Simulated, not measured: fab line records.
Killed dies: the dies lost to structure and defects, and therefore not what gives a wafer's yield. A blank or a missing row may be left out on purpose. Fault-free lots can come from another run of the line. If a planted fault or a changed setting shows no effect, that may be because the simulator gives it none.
fab line records ; flow sky130
record lots=14; wafers=42; lastDay=50
route steps=708 shown LDD_LDN@301 SPACER@304 POLY_CUT@315 RES_XHIGH@341 PAD_OPEN@708
lots that met no fault: from a run of the same line without faults
startH: the number of hours between the record's first day and the start of the first shown wafer of the lot ; waitH: hours from the lot's prior step to this one ; " the same as in the row above ; L1.1+2: a row that stands for several wafers ; - either no value or no given start ; * or withheld: withheld ; < > ~ a bound
route shown NAME@n: names a module that has steps shown in the file, with the first one's number in the route ; usual: mean and standard deviation over wafers with no fault ; same: alike in all rows ; chamber/n: place in a boat ; sites: readings site by site ; _std_site: standard deviation across them ; _edge_site: inner sites' mean taken away from outer sites' mean ; radiusMm: how far each site lies from the wafer's centre ; mask NAME#n: copy n ; behind: tool/chamber where the wafer was last shaped ; hold: the reason the lot was held/the length of the hold in hours/how it ended ; device: which transistor (n, p or np) failed to switch ; end of line: tests run on the same wafers once the route is complete ; step lacking rows: just its recipe ; killed: the dies lost at the first sort to structure and to defects; this is not the yield of the wafer ; map: shows each die of a wafer: x if killed, . if not, _ if none is there
set.NAME: setting as actually run; set.NAME@STEP: the setting as run at that earlier step ; model.NAME: the simulator's own value behind a step, which no gauge read
the route's steps for a sample of lots (tables are steps, rows are wafers)
services: from which hour (startH, from the record's first day; less than 0 if before it) a tool's chamber was out of use, for how many hours, and why
## steps
# step SKY_LDD_LDN_STRIP_12
# recipe chemistry=O2/N2; powerW=1400; pressureMtorr=1500; platenTempC=withheld; o2FlowSccm=3000; n2FlowSccm=300; overashFraction=0.5
# usual chamberPressureMTorr=1499.9/1.3; drypumpMotorCurrentA=5.8/0.43; oesProductAu=0.716/0.0044; stripTimeToEndpointS=14.18/0.037
lot.wafer;tool;chamber;startH;waitH;chamberPressureMTorr;drypumpMotorCurrentA;oesProductAu;rfHoursCounterH;stripTimeToEndpointS
L507.2;plasmaAsher-03;0;521.04;0.1;1501.3;5.4;0.717;86;14.18
L507.4;plasmaAsher-03;1;521.04;0.1;1499.2;6.1;0.723;-;14.19
L507.6;plasmaAsher-03;1;521.04;0.1;1500.8;6.2;0.708;-;14.15
L508.1;plasmaAsher-01;0;535.54;0.1;1500.9;6.1;0.719;44;14.16
L508.2;plasmaAsher-01;1;535.54;0.1;1499.1;5.1;0.721;44;14.15
L508.5;plasmaAsher-01;0;535.54;0.1;1499.4;6.1;0.715;-;14.21
L509.3;plasmaAsher-02;0;547.87;0.1;1498.4;5.6;0.715;-;14.22
L509.4;plasmaAsher-02;1;547.87;0.1;1499.9;6.2;0.712;-;14.24
L509.6;plasmaAsher-02;1;547.87;0.1;1500.9;6.2;0.713;-;14.24
L510.2;plasmaAsher-01;0;561.99;0.1;1501.1;6.2;0.710;47;14.22
L510.3;plasmaAsher-01;1;561.99;0.1;1498.7;5.1;0.710;-;14.23
L510.6;plasmaAsher-01;0;561.99;0.1;1496.5;6.2;0.712;-;14.20
L512.1;plasmaAsher-01;1;573.12;0.1;1500.9;5.1;0.717;48;14.14
L512.2;plasmaAsher-01;0;573.12;0.1;1499.9;6.1;0.724;48;14.16
L512.3;plasmaAsher-01;1;573.12;0.1;1500.6;5.1;0.714;-;14.12
L513.3;plasmaAsher-03;1;587.73;0.1;1500.3;6.1;0.722;-;14.21
L513.4;plasmaAsher-03;0;587.73;0.1;1499.2;5.4;0.720;-;14.19
L513.5;plasmaAsher-03;0;587.73;0.1;1498.2;5.4;0.710;-;14.20
L514.3;plasmaAsher-01;1;591.90;0.1;1503.3;5.1;0.708;-;14.13
L514.5;plasmaAsher-01;0;591.90;0.1;1499.7;6.2;0.716;-;14.15
L514.6;plasmaAsher-01;1;591.90;0.1;1499.7;5.1;0.714;-;14.17
L515.1;plasmaAsher-02;1;614.49;0.1;1499.7;6.2;0.719;78;14.22
L515.4;plasmaAsher-02;0;614.49;0.1;1499.2;5.5;0.720;-;14.21
L515.5;plasmaAsher-02;0;614.49;0.1;1500.9;5.5;0.724;-;14.24
L517.1;plasmaAsher-01;1;641.14;0.1;1498.8;5.1;0.714;56;14.22
L517.2;plasmaAsher-01;0;641.14;0.1;1499.4;6.2;0.717;56;14.16
L517.5;plasmaAsher-01;1;641.14;0.1;1501.5;5.1;0.721;-;14.20
L522.4;plasmaAsher-01;1;659.13;0.1;1498.1;5.1;0.718;-;14.19
L522.5;plasmaAsher-01;0;659.13;0.1;1502.2;6.2;0.710;-;14.17
L522.6;plasmaAsher-01;1;659.13;0.1;1499.0;5.1;0.714;-;14.14
L526.1;plasmaAsher-02;0;684.49;0.1;1498.6;5.6;0.716;85;14.19
L526.2;plasmaAsher-02;1;684.49;0.1;1499.1;6.2;0.711;85;14.18
L526.4;plasmaAsher-02;1;684.49;0.1;1500.2;6.2;0.714;-;14.19
L528.3;plasmaAsher-02;1;702.45;0.1;1497.7;6.2;0.720;-;14.23
L528.4;plasmaAsher-02;0;702.45;0.1;1500.7;5.6;0.712;-;14.25
L528.5;plasmaAsher-02;1;702.45;0.1;1500.1;6.2;0.713;-;14.20
L529.2;plasmaAsher-02;1;708.87;0.1;1499.5;6.2;0.722;87;14.19
L529.4;plasmaAsher-02;1;708.87;0.1;1498.9;6.2;0.715;-;14.22
L529.5;plasmaAsher-02;0;708.87;0.1;1500.7;5.6;0.718;-;14.22
L530.1;plasmaAsher-02;1;734.09;0.1;1498.2;6.2;0.719;89;14.19
L530.3;plasmaAsher-02;0;734.09;0.1;1501.7;5.5;0.709;-;14.16
L530.4;plasmaAsher-02;1;734.09;0.1;1498.6;6.2;0.716;-;14.14
# step SKY_SPACER_CVD_00
# recipe material=Si3N4; precursor=DCS/NH3; targetThkNm=43.1; tempC=770; timeS=740; pressureMtorr=250
# usual pressureMtorr=250.0/0.43; spikeTcBottomC=791.1/0.98; timeS=740/0
lot.wafer;tool;chamber;startH;waitH;pressureMtorr;spikeTcBottomC;timeS
L507.2;lpcvd-02;1;523.52;2.3;250.5;790.9;740
L507.4;lpcvd-02;1;523.52;2.3;250.5;789.4;740
L507.6;lpcvd-02;1;523.52;2.3;250.3;790.7;740
L508.1;lpcvd-02;1;535.75;0.0;249.6;792.1;740
L508.2;lpcvd-02;1;535.75;0.0;249.7;790.3;740
L508.5;lpcvd-02;1;535.75;0.0;250.1;789.2;740
L509.3;lpcvd-02;1;548.05;0.0;249.6;791.1;740
L509.4;lpcvd-02;1;548.05;0.0;250.3;790.5;740
L509.6;lpcvd-02;1;548.05;0.0;249.3;789.9;740
L510.2;lpcvd-02;1;563.02;0.8;250.5;790.3;740
L510.3;lpcvd-02;1;563.02;0.8;249.9;790.9;740
L510.6;lpcvd-02;1;563.02;0.8;250.1;791.7;740
L512.1;lpcvd-02;0;573.33;0.0;249.1;794.0;740
L512.2;lpcvd-02;0;573.33;0.0;249.8;790.2;740
L512.3;lpcvd-02;0;573.33;0.0;249.0;790.4;740
L513.3;lpcvd-02;0;587.90;0.0;250.0;792.9;740
L513.4;lpcvd-02;0;587.90;0.0;249.8;790.7;740
L513.5;lpcvd-02;0;587.90;0.0;249.8;793.2;740
L514.3;lpcvd-02;1;593.12;1.0;-;-;-
L514.5;lpcvd-02;1;593.12;1.0;-;-;-
L514.6;lpcvd-02;1;593.12;1.0;-;-;-
L515.1;lpcvd-02;1;614.70;0.0;-;-;-
L515.4;lpcvd-02;1;614.70;0.0;-;-;-
L515.5;lpcvd-02;1;614.70;0.0;-;-;-
L517.1;lpcvd-02;0;641.35;0.0;-;-;-
L517.2;lpcvd-02;0;641.35;0.0;-;-;-
L517.5;lpcvd-02;0;641.35;0.0;-;-;-
L522.4;lpcvd-02;1;659.30;0.0;250.2;792.0;740
L522.5;lpcvd-02;1;659.30;0.0;250.2;792.3;740
L522.6;lpcvd-02;1;659.30;0.0;250.1;791.0;740
L526.1;lpcvd-02;0;684.71;0.0;250.3;790.3;740
L526.2;lpcvd-02;0;684.71;0.0;249.8;791.6;740
L526.4;lpcvd-02;0;684.71;0.0;250.3;791.4;740
L528.3;lpcvd-02;1;702.64;0.0;250.6;791.8;740
L528.4;lpcvd-02;1;702.64;0.0;249.8;790.8;740
L528.5;lpcvd-02;1;702.64;0.0;250.7;791.9;740
L529.2;lpcvd-02;1;710.36;1.3;250.3;791.8;740
L529.4;lpcvd-02;1;710.36;1.3;249.8;791.2;740
L529.5;lpcvd-02;1;710.36;1.3;249.7;790.9;740
L530.1;lpcvd-02;1;734.85;0.5;250.1;791.3;740
L530.3;lpcvd-02;1;734.85;0.5;250.6;791.3;740
L530.4;lpcvd-02;1;734.85;0.5;250.5;792.0;740
# step SKY_POLY_CUT_CD_MEAS_08
# recipe targetCdNm=270
# usual cdNm=270.0/1.6
lot.wafer;tool;chamber;startH;waitH;cdNm
L507.2;cdSem-01;-;555.14;-;273.3
L507.4;cdSem-01;-;555.14;-;273.5
L507.6;cdSem-01;-;555.14;-;273.3
L508.1;cdSem-02;-;566.81;-;271.0
L508.2;cdSem-02;-;566.81;-;270.6
L508.5;cdSem-02;-;566.81;-;269.3
L509.3;cdSem-02;-;579.42;-;269.3
L509.4;cdSem-02;-;579.42;-;269.1
L509.6;cdSem-02;-;579.42;-;267.3
L510.2;cdSem-01;-;593.89;-;271.2
L510.3;cdSem-01;-;593.89;-;271.5
L510.6;cdSem-01;-;593.89;-;272.2
L512.1;cdSem-02;-;604.36;-;269.2
L512.2;cdSem-02;-;604.36;-;268.2
L512.3;cdSem-02;-;604.36;-;268.1
L513.3;cdSem-02;-;618.60;-;271.8
L513.4;cdSem-02;-;618.60;-;272.0
L513.5;cdSem-02;-;618.60;-;273.0
L522.4;cdSem-02;-;689.04;-;270.7
L522.5;cdSem-02;-;689.04;-;270.5
L522.6;cdSem-02;-;689.04;-;272.1
L526.1;cdSem-02;-;713.77;-;268.5
L526.2;cdSem-02;-;713.77;-;269.9
L526.4;cdSem-02;-;713.77;-;270.7
L528.3;cdSem-01;-;731.80;-;269.1
L528.4;cdSem-01;-;731.80;-;269.2
L528.5;cdSem-01;-;731.80;-;269.7
L529.2;cdSem-01;-;739.75;-;272.0
L529.4;cdSem-01;-;739.75;-;271.5
L529.5;cdSem-01;-;739.75;-;271.1
L530.1;cdSem-02;-;762.61;-;271.9
L530.3;cdSem-02;-;762.61;-;271.9
L530.4;cdSem-02;-;762.61;-;271.1
# step SKY_RES_XHIGH_TW_MEAS_09
# usual RES_XHIGH_TW=1638/14
lot.wafer;tool;chamber;startH;waitH;RES_XHIGH_TW
L507.2;filmMetro-01;-;614.93;0.1;1619
L507.4;filmMetro-01;-;614.93;0.1;1618
L507.6;filmMetro-01;-;614.93;0.1;1618
L508.1;filmMetro-02;-;626.41;0.1;1664
L508.2;filmMetro-02;-;626.41;0.1;1655
L508.5;filmMetro-02;-;626.41;0.1;1651
L509.3;filmMetro-02;-;636.79;0.1;1640
L509.4;filmMetro-02;-;636.79;0.1;1655
L509.6;filmMetro-02;-;636.79;0.1;1655
L510.2;filmMetro-02;-;651.18;0.1;1639
L510.3;filmMetro-02;-;651.18;0.1;1654
L510.6;filmMetro-02;-;651.18;0.1;1653
L512.1;filmMetro-02;-;662.56;0.1;1650
L512.2;filmMetro-02;-;662.56;0.1;1657
L512.3;filmMetro-02;-;662.56;0.1;1648
L513.3;filmMetro-04;-;676.64;0.1;1639
L513.4;filmMetro-04;-;676.64;0.1;1631
L513.5;filmMetro-04;-;676.64;0.1;1644
L522.4;filmMetro-02;-;744.95;0.1;1637
L522.5;filmMetro-02;-;744.95;0.1;1639
L522.6;filmMetro-02;-;744.95;0.1;1633
L526.1;filmMetro-01;-;768.86;0.1;1626
L526.2;filmMetro-01;-;768.86;0.1;1630
L526.4;filmMetro-01;-;768.86;0.1;1615
L528.3;filmMetro-01;-;787.18;0.1;1619
L528.4;filmMetro-01;-;787.18;0.1;1627
L528.5;filmMetro-01;-;787.18;0.1;1626
L529.2;filmMetro-01;-;794.48;0.1;1601
L529.4;filmMetro-01;-;794.48;0.1;1613
L529.5;filmMetro-01;-;794.48;0.1;1607
L530.1;filmMetro-02;-;816.76;0.1;1641
L530.3;filmMetro-02;-;816.76;0.1;1646
L530.4;filmMetro-02;-;816.76;0.1;1652
# step SKY_PAD_OPEN_PROBE_99
# usual defectLimitedYield=82.5/1.8; killed_at_M0_to_M3=43/6.5; killed_at_M4_up=3/1.7; killedAtContacts=25/5.1; killedAtFrontEnd=15/3.8; killedAtOther=0.2/0.45; killedDies=86/8.8; killedOpen=47/6.7; killedShort=39/6; sort_bin_3_pad_short=0.9/0.46; sort_bin_5_function=10.2/1.4; sort_bin_6_memory=6.4/1; sortNPass=406/8.8; sortYieldPct=82.5/1.8
# same grossDies=492; killedAtBackSide=0; sort_bin_4_leakage[%]=0; sort_bin_8_speed[%]=0
lot.wafer;tool;chamber;startH;waitH;defectLimitedYield[%];killed_at_M0_to_M3;killed_at_M4_up;killedAtContacts;killedAtFrontEnd;killedAtOther;killedDies;killedOpen;killedShort;sort_bin_3_pad_short[%];sort_bin_5_function[%];sort_bin_6_memory[%];sortNPass;sortYieldPct[%]
L507.2;prober-02;-;1074.48;0.1;84.3;33;3;25;16;0;77;43;34;1.0;9.3;5.3;415;84.3
L507.4;prober-02;-;1074.58;0.2;82.9;42;3;22;17;0;84;43;41;1.4;10.8;4.9;408;82.9
L507.6;prober-02;-;1074.68;0.2;79.5;52;4;21;24;0;101;54;47;1.2;11.2;8.1;391;79.5
L508.1;prober-01;-;1082.93;0.1;84.6;39;1;24;12;0;76;44;32;0.4;10.2;4.9;416;84.6
L508.2;prober-01;-;1082.98;0.1;81.7;45;0;26;19;0;90;45;45;0.8;11.8;5.7;402;81.7
L508.5;prober-01;-;1083.13;0.2;83.7;46;1;24;9;0;80;51;29;0.4;10.4;5.5;412;83.7
L509.3;prober-02;-;1088.46;0.2;79.5;57;0;29;15;0;101;60;41;1.0;12.4;7.1;391;79.5
L509.4;prober-02;-;1088.51;0.2;80.5;54;2;23;17;0;96;56;40;0.8;11.8;6.9;396;80.5
L509.6;prober-02;-;1088.61;0.2;80.5;52;2;30;12;0;96;51;45;1.6;11.4;6.5;396;80.5
L510.2;prober-01;-;1101.58;0.1;82.9;48;1;18;17;0;84;43;41;0.8;8.7;7.5;408;82.9
L510.3;prober-01;-;1101.63;0.2;82.3;51;4;19;13;0;87;45;42;0.2;11.4;6.1;405;82.3
L510.6;prober-01;-;1101.78;0.2;80.3;40;3;32;22;0;97;56;41;0.8;11.2;7.7;395;80.3
L512.1;prober-01;-;1108.72;0.1;82.5;43;0;22;21;0;86;51;35;1.2;10.0;6.3;406;82.5
L512.2;prober-01;-;1108.77;0.1;80.5;57;3;21;14;1;96;51;45;1.0;9.8;8.7;396;80.5
L512.3;prober-01;-;1108.82;0.2;81.3;34;3;32;23;0;92;47;45;1.2;11.2;6.3;400;81.3
L513.3;prober-02;-;1118.47;0.2;79.5;49;2;36;14;0;101;55;46;1.8;12.0;6.7;391;79.5
L513.4;prober-02;-;1118.52;0.2;80.9;46;6;27;14;1;94;52;42;1.4;11.4;6.3;398;80.9
L513.5;prober-02;-;1118.57;0.2;82.9;42;0;30;12;0;84;46;38;0.4;10.4;6.3;408;82.9
L522.4;prober-01;-;1167.01;0.2;83.1;44;2;23;14;0;83;43;40;0.4;11.2;5.3;409;83.1
L522.5;prober-01;-;1167.06;0.2;83.7;45;3;27;5;0;80;50;30;0.6;9.6;6.1;412;83.7
L522.6;prober-01;-;1167.11;0.2;82.5;44;5;26;10;1;86;38;48;1.8;9.6;6.1;406;82.5
L526.1;prober-01;-;1184.48;0.1;82.7;32;3;32;17;1;85;55;30;0.4;8.3;8.5;407;82.7
L526.2;prober-01;-;1184.53;0.1;82.3;42;2;33;10;0;87;45;42;0.8;11.0;5.9;405;82.3
L526.4;prober-01;-;1184.63;0.2;82.3;39;3;30;15;0;87;53;34;0.6;11.6;5.5;405;82.3
L528.3;prober-01;-;1191.17;0.2;82.5;42;6;23;15;0;86;44;42;0.8;10.4;6.3;406;82.5
L528.4;prober-01;-;1191.22;0.2;82.1;37;3;28;20;0;88;53;35;1.0;10.4;6.5;404;82.1
L528.5;prober-01;-;1191.27;0.2;85.6;36;2;28;5;0;71;41;30;1.0;7.7;5.7;421;85.6
L529.2;prober-02;-;1198.01;0.1;82.1;45;2;22;19;0;88;35;53;0.4;12.4;5.1;404;82.1
L529.4;prober-02;-;1198.11;0.2;80.5;59;2;21;13;1;96;50;46;0.8;10.4;8.3;396;80.5
L529.5;prober-02;-;1198.16;0.2;82.5;38;2;24;22;0;86;50;36;0.8;11.0;5.7;406;82.5
L530.1;prober-01;-;1208.22;0.1;81.9;43;6;24;16;0;89;50;39;1.0;9.3;7.7;403;81.9
L530.3;prober-01;-;1208.32;0.2;84.8;37;4;16;18;0;75;43;32;0.8;8.3;6.1;417;84.8
L530.4;prober-01;-;1208.37;0.2;82.7;44;2;27;12;0;85;52;33;0.4;10.2;6.7;407;82.7
# killed by level:class
L507.2 CONTACT:geometricParticle:open=12 VIA1:geometricParticle:open=10 LI_CONTACT:geometricParticle:open=6 METAL2:geometricParticle:short=6 CONTACT:geometricParticle:short=5 METAL1:geometricParticle:short=5 VIA3:geometricParticle:open=5 POLY_GATE:geometricParticle:short=4
L507.4 VIA1:geometricParticle:open=9 LI_CONTACT:geometricParticle:open=8 VIA3:geometricParticle:short=8 FIELD_ISO:geometricParticle:short=6 CONTACT:geometricParticle:open=6 CONTACT:geometricParticle:short=5 METAL1:geometricParticle:short=5 VIA3:geometricParticle:open=5
L507.6 VIA1:geometricParticle:open=15 METAL1:geometricParticle:short=10 CONTACT:geometricParticle:open=8 VIA2:geometricParticle:open=7 LI_CONTACT:geometricParticle:open=7 FIELD_ISO:geometricParticle:open=6 FIELD_ISO:geometricParticle:short=6 METAL2:geometricParticle:short=6
L508.1 VIA1:geometricParticle:open=13 CONTACT:geometricParticle:open=7 LI_CONTACT:geometricParticle:open=5 LI_CONTACT:geometricParticle:short=5 LOCAL_INTERCONNECT:geometricParticle:short=5 METAL1:geometricParticle:short=5 VIA3:geometricParticle:open=5 FIELD_ISO:geometricParticle:short=4
L508.2 CONTACT:geometricParticle:open=11 VIA1:geometricParticle:open=9 METAL1:geometricParticle:short=8 POLY_GATE:geometricParticle:short=7 LOCAL_INTERCONNECT:geometricParticle:short=7 VIA1:geometricParticle:short=6 VIA3:geometricParticle:open=6 VIA2:geometricParticle:open=6
L508.5 VIA1:geometricParticle:open=13 VIA3:geometricParticle:open=10 LOCAL_INTERCONNECT:geometricParticle:short=9 CONTACT:geometricParticle:open=8 VIA2:geometricParticle:open=6 LI_CONTACT:geometricParticle:open=6 VIA1:geometricParticle:short=4 METAL3:geometricParticle:short=3
L509.3 CONTACT:geometricParticle:open=15 VIA1:geometricParticle:open=13 VIA2:geometricParticle:open=8 METAL2:geometricParticle:short=7 VIA3:geometricParticle:open=6 FIELD_ISO:geometricParticle:short=5 LI_CONTACT:geometricParticle:open=5 METAL1:geometricParticle:short=5
L509.4 CONTACT:geometricParticle:open=14 VIA1:geometricParticle:open=13 VIA2:geometricParticle:open=9 VIA3:geometricParticle:open=9 FIELD_ISO:geometricParticle:short=6 METAL1:geometricParticle:short=5 VIA3:geometricParticle:short=5 FIELD_ISO:geometricParticle:open=4
L509.6 CONTACT:geometricParticle:open=13 VIA1:geometricParticle:open=12 VIA1:geometricParticle:short=8 METAL2:geometricParticle:short=7 CONTACT:geometricParticle:short=7 METAL1:geometricParticle:short=7 VIA3:geometricParticle:open=6 LOCAL_INTERCONNECT:geometricParticle:short=5
L510.2 VIA1:geometricParticle:open=13 METAL2:geometricParticle:short=10 LI_CONTACT:geometricParticle:open=7 VIA1:geometricParticle:short=6 VIA2:geometricParticle:open=6 POLY_GATE:geometricParticle:open=5 VIA3:geometricParticle:open=5 LOCAL_INTERCONNECT:geometricParticle:short=4
L510.3 VIA1:geometricParticle:open=14 METAL1:geometricParticle:short=9 CONTACT:geometricParticle:open=8 FIELD_ISO:geometricParticle:short=6 VIA2:geometricParticle:open=6 METAL2:geometricParticle:short=6 VIA3:geometricParticle:open=5 LOCAL_INTERCONNECT:geometricParticle:short=4
L510.6 VIA1:geometricParticle:open=12 LI_CONTACT:geometricParticle:open=9 CONTACT:geometricParticle:open=8 FIELD_ISO:geometricParticle:open=6 POLY_GATE:geometricParticle:short=6 LOCAL_INTERCONNECT:geometricParticle:short=6 VIA1:geometricParticle:short=5 POLY_GATE:geometricParticle:open=4
L512.1 VIA1:geometricParticle:open=14 VIA3:geometricParticle:open=8 LI_CONTACT:geometricParticle:open=7 CONTACT:geometricParticle:open=7 VIA1:geometricParticle:short=6 FIELD_ISO:geometricParticle:open=5 LI_CONTACT:geometricParticle:short=4 METAL1:geometricParticle:short=4
L512.2 VIA1:geometricParticle:open=14 METAL1:geometricParticle:short=8 VIA2:geometricParticle:open=7 POLY_GATE:geometricParticle:open=5 LI_CONTACT:geometricParticle:short=5 METAL1:geometricParticle:open=5 VIA1:geometricParticle:short=5 METAL2:geometricParticle:short=5
L512.3 CONTACT:geometricParticle:open=9 VIA1:geometricParticle:open=9 LI_CONTACT:geometricParticle:open=7 CONTACT:geometricParticle:short=7 LOCAL_INTERCONNECT:geometricParticle:short=6 VIA1:geometricParticle:short=5 VIA2:geometricParticle:open=5 FIELD_ISO:geometricParticle:short=4
L513.3 VIA1:geometricParticle:open=15 CONTACT:geometricParticle:open=14 CONTACT:geometricParticle:short=8 LI_CONTACT:geometricParticle:open=7 POLY_GATE:geometricParticle:short=6 VIA2:geometricParticle:open=6 METAL2:geometricParticle:short=5 METAL1:geometricParticle:short=5
L513.4 VIA1:geometricParticle:open=14 LI_CONTACT:geometricParticle:open=11 CONTACT:geometricParticle:short=6 METAL2:geometricParticle:short=6 LOCAL_INTERCONNECT:geometricParticle:short=5 CONTACT:geometricParticle:open=5 VIA2:geometricParticle:short=5 VIA2:geometricParticle:open=5
L513.5 VIA1:geometricParticle:open=13 CONTACT:geometricParticle:open=12 METAL2:geometricParticle:short=7 VIA2:geometricParticle:short=6 CONTACT:geometricParticle:short=5 VIA3:geometricParticle:open=5 VIA3:geometricParticle:short=5 LOCAL_INTERCONNECT:geometricParticle:short=4
L522.4 VIA1:geometricParticle:open=11 METAL1:geometricParticle:short=9 LI_CONTACT:geometricParticle:open=8 METAL2:geometricParticle:short=7 VIA2:geometricParticle:open=6 FIELD_ISO:geometricParticle:short=5 VIA1:geometricParticle:short=5 CONTACT:geometricParticle:open=5
L522.5 CONTACT:geometricParticle:open=10 VIA1:geometricParticle:open=9 LI_CONTACT:geometricParticle:open=8 VIA2:geometricParticle:open=7 VIA3:geometricParticle:open=7 METAL1:geometricParticle:short=5 METAL3:geometricParticle:short=5 LI_CONTACT:geometricParticle:short=4
L522.6 CONTACT:geometricParticle:open=8 METAL1:geometricParticle:short=7 VIA2:geometricParticle:open=7 VIA3:geometricParticle:open=7 LOCAL_INTERCONNECT:geometricParticle:short=5 METAL2:geometricParticle:short=5 FIELD_ISO:geometricParticle:short=4 LI_CONTACT:geometricParticle:open=4
L526.1 CONTACT:geometricParticle:open=12 LI_CONTACT:geometricParticle:open=11 FIELD_ISO:geometricParticle:open=7 VIA3:geometricParticle:open=7 LOCAL_INTERCONNECT:geometricParticle:short=6 VIA2:geometricParticle:open=5 FIELD_ISO:geometricParticle:short=4 VIA1:geometricParticle:short=4
L526.2 CONTACT:geometricParticle:open=12 VIA1:geometricParticle:open=9 LI_CONTACT:geometricParticle:open=8 METAL2:geometricParticle:short=7 VIA1:geometricParticle:short=6 CONTACT:geometricParticle:short=6 VIA3:geometricParticle:open=5 FIELD_ISO:geometricParticle:open=4
L526.4 VIA1:geometricParticle:open=14 LI_CONTACT:geometricParticle:open=10 CONTACT:geometricParticle:open=8 LI_CONTACT:geometricParticle:short=6 FIELD_ISO:geometricParticle:short=5 VIA3:geometricParticle:open=5 VIA2:geometricParticle:open=5 FIELD_ISO:geometricParticle:open=4
L528.3 VIA1:geometricParticle:open=11 LI_CONTACT:geometricParticle:open=9 CONTACT:geometricParticle:open=7 VIA1:geometricParticle:short=6 FIELD_ISO:geometricParticle:short=5 VIA2:geometricParticle:open=5 METAL2:geometricParticle:short=5 METAL4:geometricParticle:short=4
L528.4 LI_CONTACT:geometricParticle:open=11 CONTACT:geometricParticle:open=8 VIA3:geometricParticle:open=8 POLY_GATE:geometricParticle:open=7 VIA2:geometricParticle:open=6 LI_CONTACT:geometricParticle:short=5 METAL1:geometricParticle:short=5 VIA1:geometricParticle:open=5
L528.5 VIA1:geometricParticle:open=11 LI_CONTACT:geometricParticle:open=9 CONTACT:geometricParticle:open=8 METAL1:geometricParticle:short=7 CONTACT:geometricParticle:short=6 METAL3:geometricParticle:short=5 LOCAL_INTERCONNECT:geometricParticle:short=3 VIA2:geometricParticle:open=3
L529.2 FIELD_ISO:geometricParticle:short=9 METAL2:geometricParticle:short=9 VIA1:geometricParticle:open=8 LOCAL_INTERCONNECT:geometricParticle:short=7 METAL1:geometricParticle:short=7 CONTACT:geometricParticle:open=6 CONTACT:geometricParticle:short=5 VIA1:geometricParticle:short=4
L529.4 VIA1:geometricParticle:open=20 VIA2:geometricParticle:open=8 LOCAL_INTERCONNECT:geometricParticle:short=7 VIA1:geometricParticle:short=6 METAL1:geometricParticle:short=5 LI_CONTACT:geometricParticle:open=5 VIA2:geometricParticle:short=5 CONTACT:geometricParticle:open=4
L529.5 CONTACT:geometricParticle:open=12 VIA1:geometricParticle:open=9 LI_CONTACT:geometricParticle:open=8 METAL2:geometricParticle:short=8 FIELD_ISO:geometricParticle:short=6 METAL1:geometricParticle:short=6 POLY_GATE:geometricParticle:open=4 VIA3:geometricParticle:open=4
L530.1 VIA2:geometricParticle:open=11 VIA1:geometricParticle:open=10 CONTACT:geometricParticle:open=7 LI_CONTACT:geometricParticle:open=5 LOCAL_INTERCONNECT:geometricParticle:short=5 VIA3:geometricParticle:open=5 FIELD_ISO:geometricParticle:open=4 CONTACT:geometricParticle:short=4
L530.3 FIELD_ISO:geometricParticle:short=10 VIA1:geometricParticle:open=10 CONTACT:geometricParticle:open=7 VIA3:geometricParticle:open=6 FIELD_ISO:geometricParticle:open=5 CONTACT:geometricParticle:short=4 VIA2:geometricParticle:open=4 LOCAL_INTERCONNECT:geometricParticle:short=3
L530.4 VIA1:geometricParticle:open=14 CONTACT:geometricParticle:open=11 CONTACT:geometricParticle:short=6 VIA3:geometricParticle:open=6 POLY_GATE:geometricParticle:open=5 LI_CONTACT:geometricParticle:open=5 METAL2:geometricParticle:short=5 POLY_GATE:geometricParticle:short=4
## services
tool;chamber;startH;hours;kind
plasmaAsher-01;-;502.62;7.2;repair
plasmaAsher-01;-;558.86;0.9;repair
lpcvd-02;-;637.80;2.0;repair
plasmaAsher-02;-;680.31;1.0;repair
plasmaAsher-02;-;693.58;2.8;pm
plasmaAsher-03;-;733.75;9.0;pm
plasmaAsher-03;0;733.75;9.0;ventCycle
plasmaAsher-03;1;733.75;9.0;ventCycle
## key
firstSign step=SKY_SPACER_CVD_00; reading=toolRecord; direction=missing
effect none on later readings
metAt SKY_SPACER_CVD_00
struckLots L514,L515,L517
scrappedBehind SKY_SPACER_THK_MEAS_01 L514.3,L514.5,L514.6,L515.1,L515.4,L515.5,L517.1,L517.2,L517.5
notActingAt SKY_LDD_LDN_STRIP_12,SKY_POLY_CUT_CD_MEAS_08,SKY_RES_XHIGH_TW_MEAS_09
onsetBetween 587.90 593.12
fault kind=skippedStepWhole; tool=lpcvd-02; chamber=-; onsetH=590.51; steps=SKY_SPACER_CVD_00; scope=struckLotsOnly
